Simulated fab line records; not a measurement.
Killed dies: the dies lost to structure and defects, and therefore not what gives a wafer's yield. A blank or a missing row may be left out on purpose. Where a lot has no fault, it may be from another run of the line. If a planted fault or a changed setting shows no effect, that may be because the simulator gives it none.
Comparing a struck lot with a sound one :: flow sky130 :: 15 steps out of a route of 708
Sound: the wafers L744.2, L744.3, L744.6. The struck wafers were L735.3, L735.5, L735.6. The cause is given at the end.
Order at every step that has rows: each side's tool, ch and its chambers, its first start. Under that, the readings that differ: sound wafers :: struck wafers :: difference of the means :: sigmas: that difference in standard deviations of wafers without a fault.
alike: same words and numbers on both sides, and readings whose means sit less than 2 such deviations apart. not compared: any withheld reading, any reading some wafer has no value for, any bound like >300 that may hide the same value, and any number with overlapping values for which the record gives no deviation.
The two part at a step that has a row with sigmas, a row that says differs or no value, or rows on one side only. Numbers that don't overlap but have no deviation are shown without sigmas and don't part them. A reading missing from all wafers of one side parts the sides only when that side holds two or more wafers.

first, 2 steps without rows for these wafers: SKY_LDD_LDN_IMPLANT_10; SKY_LDD_LDN_IMPLANT_11.
SKY_LDD_LDN_STRIP_12: strips in O2/N2.
  sound on plasma-asher-04 ch 0,1, day 29 09:28; struck on plasma-asher-04 ch 0,1, day 27 01:09
  alike: drypump-motor-current-A, oes-product-au, strip-time-to-endpoint-s
  not compared: rf-hours-counter-h
SKY_LDD_LDN_TW_MEAS_13:
  sound: film-metro-01 at day 29 09:35; struck: film-metro-03 at day 27 01:14
  alike: LDD_LDN_TW
then, 2 steps without rows for these wafers: SKY_LDD_LDN_CLEAN_14 (cleans in SC1/SC2, time 150 s); SKY_SPACER_CVD_00 (deposits Si3N4 from DCS/NH3, target thk 43.1 nm, time 740 s).
SKY_SPACER_THK_MEAS_01:
  sound: film-metro-01 at day 29 12:18; struck: film-metro-01 at day 27 03:37
  alike: SPACER_CVD_00_THK
SKY_SPACER_ETCHBACK_02: etches Si3N4 in CH3F/O2, stops on SiO2, time 46.7 s, target depth 45 nm.
  sound on rie-diel-02 ch 0,2,3, day 29 12:21; struck on rie-diel-01 ch 0,1, day 27 03:40
  alike: drypump-motor-current-A, oes-product-au, throttle-valve-pct
  not compared: rf-hours-counter-h
then, 4 steps without rows for these wafers: SKY_POLY_CUT_DEHYDRATE_00 (time 60 s); SKY_POLY_CUT_HMDS_01 (prime time 60 s); SKY_POLY_CUT_COAT_02 (resist thk 60 nm); SKY_POLY_CUT_COAT_03 (resist thk 450 nm).
SKY_POLY_CUT_SOFTBAKE_04: time 90 s.
  sound on litho-track-02 ch 0, day 30 01:00; struck on litho-track-02 ch 0, day 27 17:00
reading: heater-power-total-W (W)
sound: 57.50 57.24 57.59
struck: 59.25 58.98 59.14
difference: +1.68
sigmas: +15

reading: run-length-s (s)
sound: 119.34 119.31 119.45
struck: 111.33 111.04 111.06
difference: -8.22
sigmas: -33
then, 1 step without rows for these wafers: SKY_POLY_CUT_EXPOSE_05 (exposes mask NPCM, target cd 270 nm).
-- record jumps: 21 days separate the struck wafers' starts on either side; left off in module POLY_CUT, taken up again in module PAD_OPEN, whose first shown step is the route's number 708 --
SKY_PAD_OPEN_PROBE_99:
  sound: prober-02 at day 50 04:02; struck: prober-01 at day 48 15:06
  alike: killed_at_M0_to_M3, killed_at_M4_up, killed-at-contacts, killed-at-front-end, killed-at-other, killed-dies, killed-open, killed-short

## WHERE THEY PART
At SKY_POLY_CUT_SOFTBAKE_04 and nowhere else, as far as this record goes. Later steps at which nothing parts them and some readings are alike: SKY_PAD_OPEN_PROBE_99.

WHY: the cause the simulator had injected
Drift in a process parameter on litho-track-02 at SKY_POLY_CUT_SOFTBAKE_04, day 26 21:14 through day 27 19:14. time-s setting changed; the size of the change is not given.
